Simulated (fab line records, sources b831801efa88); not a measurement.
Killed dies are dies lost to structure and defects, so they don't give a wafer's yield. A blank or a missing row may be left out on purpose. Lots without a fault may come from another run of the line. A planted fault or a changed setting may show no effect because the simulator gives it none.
Problem report in the 8D (eight disciplines) form, filled by code | flow gf180mcu | the parts of the form that need people (team, actions taken, sign-off) are left out

1. THE PROBLEM
V2_CVD_02_THK at GF_V2_THK_MEAS_03 reads a mean of 304 nm on 4 wafers of 2 lots; wafers without a fault read 856 nm with a standard deviation of 13. That is -42 standard deviations from the usual mean.
First seen on wafer L753.4, day 23 10:34, on film_metro-02. The record holds 42 wafers of 14 lots with a number at this step. Rule for "out", or "out of limits": more than 4 standard deviations from the usual mean. The other wafers with a number count as sound.

2. WHAT IT IS AND WHAT IT IS NOT
question                    | is                             | is not
which readings at this step | V2_CVD_02_THK                  | -
which lots                  | L753, L757                     | L742, L743, L745, L746, L747, L748, L749, L751, L754, L759, L762, L764
which wafers of those lots  | L753.4, L753.5, L757.4, L757.5 | L753.1, L757.3
read on which gauges        | film_metro-02, film_metro-04   | film_metro-03
when                        | from day 23 10:34              | up to then (25 sound wafers); but 13 sound wafers of L754, L757, L759, L762, L764 came after

3. SUSPECTS, AND WHAT RULES EACH OUT
Counting: a tool at a process step up to the reading stays a suspect if it ran every lot that is out. Sound lots after the first of them don't rule it out here, since some wafers of a struck lot are sound.
- the gauge at GF_V2_THK_MEAS_03: ruled out. The wafers that are out were read on 2 gauges (film_metro-02, film_metro-04).
- pecvd-03 at GF_V2_CVD_02 (deposits SiO2 from TEOS, target thk 850 nm, time 94.851 s): kept. It ran every lot that is out, first L753 (day 23 10:29); its last sound lot up to then is L748 (day 21 15:19).
Left after counting: pecvd-03 at GF_V2_CVD_02.

4. THE CAUSE (what the simulator had put in)
Process parameter drift: pecvd-03, from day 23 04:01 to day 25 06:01, at GF_V2_CVD_02. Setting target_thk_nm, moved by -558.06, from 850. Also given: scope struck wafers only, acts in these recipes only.
Counting left only this tool.

5. THE CHAIN OF EFFECTS, in route order
Each row: a reading whose mean over the struck wafers that have a number lies more than 3 standard deviations from the usual. Only readings for which the record gives a usual standard deviation are gone through. hours: the time from each lot's start at the first step in this table that gives one to its start at this step, as a median over the lots. sigmas: the change in usual standard deviations.
hours | step              | reading        | usual      | on struck wafers | change | sigmas
0     | GF_V2_THK_MEAS_03 | V2_CVD_02_THK  | 856 nm     | 304              | -552   | -42
-     | GF_V2_ETCH_17     | oes_product_au | 0.855 a.u. | 0.606            | -0.249 | -57
The process steps in it:
- GF_V2_ETCH_17: etches SiO2 in C4F8/O2/Ar, stops on TiN, target depth 630 nm.
Later measuring or inspecting steps at which every struck wafer that the step has a row for has a number for every such reading, and none has moved that far: GF_V2_CD_MEAS_14.

6. WHAT WOULD HAVE CAUGHT IT SOONER
In this record the first reading out of limits at a measuring or inspecting step was taken at day 23 10:34, 7 hours after the fault began at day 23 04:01.
Of the tool readings at GF_V2_CVD_02 for which the record gives a usual standard deviation, none was out on any struck wafer, so an alarm limit of 4 standard deviations on them would not have fired.
Of the lots that are out (2), L757 began GF_V2_CVD_02 on pecvd-03 after day 23 10:34. A hold on the tool at that time would have spared it.
